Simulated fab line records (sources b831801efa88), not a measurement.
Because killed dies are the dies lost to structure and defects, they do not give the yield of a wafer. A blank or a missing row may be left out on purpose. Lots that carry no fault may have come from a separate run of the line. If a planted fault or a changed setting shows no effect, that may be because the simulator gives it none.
Which tool did it? | flow sky130 | 12 lots, 35 wafers sampled, at 4 steps of a route of 708

WHAT EACH GAUGE READ, for each wafer
SKY_PAD_OPEN_BOW_MEAS_13.
lot  | measured     | on            | PAD_OPEN_BOW (um)
L842 | day 46 13:03 | film-metro-03 | 43 57 40
L844 | day 46 18:43 | film-metro-03 | 47 45 30
L845 | day 46 19:47 | film-metro-03 | 47 38 49
L849 | day 47 14:49 | film-metro-03 | 67 49 52
L850 | day 47 19:39 | film-metro-02 | 57 55
L851 | day 47 22:15 | film-metro-03 | 42 41 43
L852 | day 48 05:35 | film-metro-01 | 40 53 39
L854 | day 48 17:47 | film-metro-02 | 53 47 49
L855 | day 48 18:09 | film-metro-03 | 40 44 53
L856 | day 48 22:59 | film-metro-03 | 48 54 57
L860 | day 50 08:53 | film-metro-01 | 51 47 49
L863 | day 50 12:04 | film-metro-02 | 33 31 36

TOOL THAT RAN EACH LOT (tool first, then ch and the chambers of the sampled wafers, then the start)
lot  | SKY_VIA3_CLEAN_18               | SKY_METAL5_SPUTTER_04        | SKY_METAL5_STRIP_16
L842 | wet-bench-01 ch 3, day 40 16:49 | pvd-sputter-02, day 43 19:02 | plasma-asher-01 ch 0, day 44 17:25
L844 | wet-bench-02 ch 0, day 40 22:35 | pvd-sputter-01, day 44 00:27 | plasma-asher-04 ch 0,1, day 44 22:34
L845 | wet-bench-01 ch 2, day 40 23:09 | pvd-sputter-03, day 44 00:48 | plasma-asher-04 ch 0,1, day 44 22:52
L849 | wet-bench-02 ch 0, day 41 21:23 | pvd-sputter-03, day 44 22:43 | plasma-asher-01 ch 0,1, day 45 19:10
L850 | wet-bench-02 ch 2, day 42 02:26 | pvd-sputter-02, day 45 02:10 | plasma-asher-04 ch 0,1, day 45 23:25
L851 | wet-bench-01 ch 3, day 42 03:35 | pvd-sputter-02, day 45 05:07 | plasma-asher-01 ch 0,1, day 46 01:13
L852 | wet-bench-01 ch 2, day 42 13:28 | pvd-sputter-01, day 45 12:58 | plasma-asher-02 ch 0,1, day 46 09:22
L854 | wet-bench-01 ch 2, day 43 04:26 | pvd-sputter-03, day 46 02:19 | plasma-asher-02 ch 0,1, day 47 00:28
L855 | wet-bench-04 ch 0, day 43 05:56 | pvd-sputter-02, day 46 03:25 | plasma-asher-01 ch 0,1, day 47 01:31
L856 | wet-bench-04 ch 3, day 43 09:43 | pvd-sputter-02, day 46 08:41 | plasma-asher-01 ch 0,1, day 47 05:34
L860 | wet-bench-04 ch 1, day 45 06:40 | pvd-sputter-01, day 48 01:26 | plasma-asher-02 ch 0,1, day 48 19:58
L863 | wet-bench-01 ch 3, day 45 10:53 | pvd-sputter-02, day 48 04:51 | plasma-asher-01 ch 0,1, day 48 23:07
- SKY_VIA3_CLEAN_18: cleans in IPA, time 180 s.
- SKY_METAL5_SPUTTER_04: material TiN, target thk 70 nm, time 58.3 s.
- SKY_METAL5_STRIP_16: strips in O2/N2.

WHAT THE TOOLS THEMSELVES READ (means of the sampled wafers that have a number; where no wafer has one, the mark that the record gives instead)
SKY_VIA3_CLEAN_18.
lot  | tool         | bath-heat-duty-pct (%)
L842 | wet-bench-01 | 6.1
L844 | wet-bench-02 | 7.3
L845 | wet-bench-01 | 6.9
L849 | wet-bench-02 | 7.1
L850 | wet-bench-02 | 7.0
L851 | wet-bench-01 | 6.7
L852 | wet-bench-01 | 6.1
L854 | wet-bench-01 | 6.3
L855 | wet-bench-04 | 6.3
L856 | wet-bench-04 | 5.9
L860 | wet-bench-04 | 5.7
L863 | wet-bench-01 | 6.5

SKY_METAL5_SPUTTER_04.
lot  | tool           | cathode-dc-power-W (W) | throttle-valve-pct (%)
L842 | pvd-sputter-02 | 6499.1                 | 29.7
L844 | pvd-sputter-01 | 6500.2                 | 30.5
L845 | pvd-sputter-03 | 6499.8                 | 30.0
L849 | pvd-sputter-03 | 6500.0                 | 30.5
L850 | pvd-sputter-02 | 6499.8                 | 30.4
L851 | pvd-sputter-02 | 6499.3                 | 30.4
L852 | pvd-sputter-01 | 6500.4                 | 30.1
L854 | pvd-sputter-03 | 6500.0                 | 30.1
L855 | pvd-sputter-02 | 6500.5                 | 29.5
L856 | pvd-sputter-02 | 6498.5                 | 29.9
L860 | pvd-sputter-01 | 6500.2                 | 30.6
L863 | pvd-sputter-02 | 6501.1                 | 29.5

SKY_METAL5_STRIP_16.
lot  | tool            | drypump-motor-current-A (A) | n2-flow-sccm (sccm) | oes-product-au (a.u.) | strip-time-to-endpoint-s (s)
L842 | plasma-asher-01 | 6.2                         | 300.6               | 0.710                 | 13.16
L844 | plasma-asher-04 | 6.3                         | 300.6               | 0.711                 | 12.99
L845 | plasma-asher-04 | 6.3                         | 299.9               | 0.709                 | 13.10
L849 | plasma-asher-01 | 5.8                         | 300.2               | 0.710                 | 13.16
L850 | plasma-asher-04 | 6.1                         | 299.1               | 0.712                 | 13.08
L851 | plasma-asher-01 | 5.8                         | 301.0               | 0.710                 | 12.86
L852 | plasma-asher-02 | 6.5                         | 299.6               | 0.708                 | 13.03
L854 | plasma-asher-02 | 6.3                         | 300.1               | 0.709                 | 13.19
L855 | plasma-asher-01 | 5.9                         | 299.6               | 0.715                 | 13.12
L856 | plasma-asher-01 | 5.8                         | 300.6               | 0.714                 | 13.03
L860 | plasma-asher-02 | 6.6                         | 299.9               | 0.714                 | 13.16
L863 | plasma-asher-01 | 5.8                         | 300.7               | 0.710                 | 13.26

THE ANSWER, worked out from the rows above alone
Rule: usual is defined by the lots themselves. The widest of any qualifying gaps counts: lots, ordered by their means at a reading, are off when they make up no more than a third of the lots, leave a main group of 4 or more, and stand apart from it by 3 or more times the standard deviation of that group's means. A main group is skipped when, at the precision printed for the reading in the tables above, its means are all equal. Also off: a lot with no number at a reading for which 4 or more lots have one. The other lots that the step has rows for count as sound. After the gauges, taken in route order, come the tools' own readings; for these a lot's mean is taken, as printed above. At the first step where some lot is off, the reading lying furthest off is the one used; lots without a number count as furthest.
Across all readings shown, no lot is off: no conclusion can be drawn from this.

WHAT HAD BEEN PUT IN BY THE SIMULATOR
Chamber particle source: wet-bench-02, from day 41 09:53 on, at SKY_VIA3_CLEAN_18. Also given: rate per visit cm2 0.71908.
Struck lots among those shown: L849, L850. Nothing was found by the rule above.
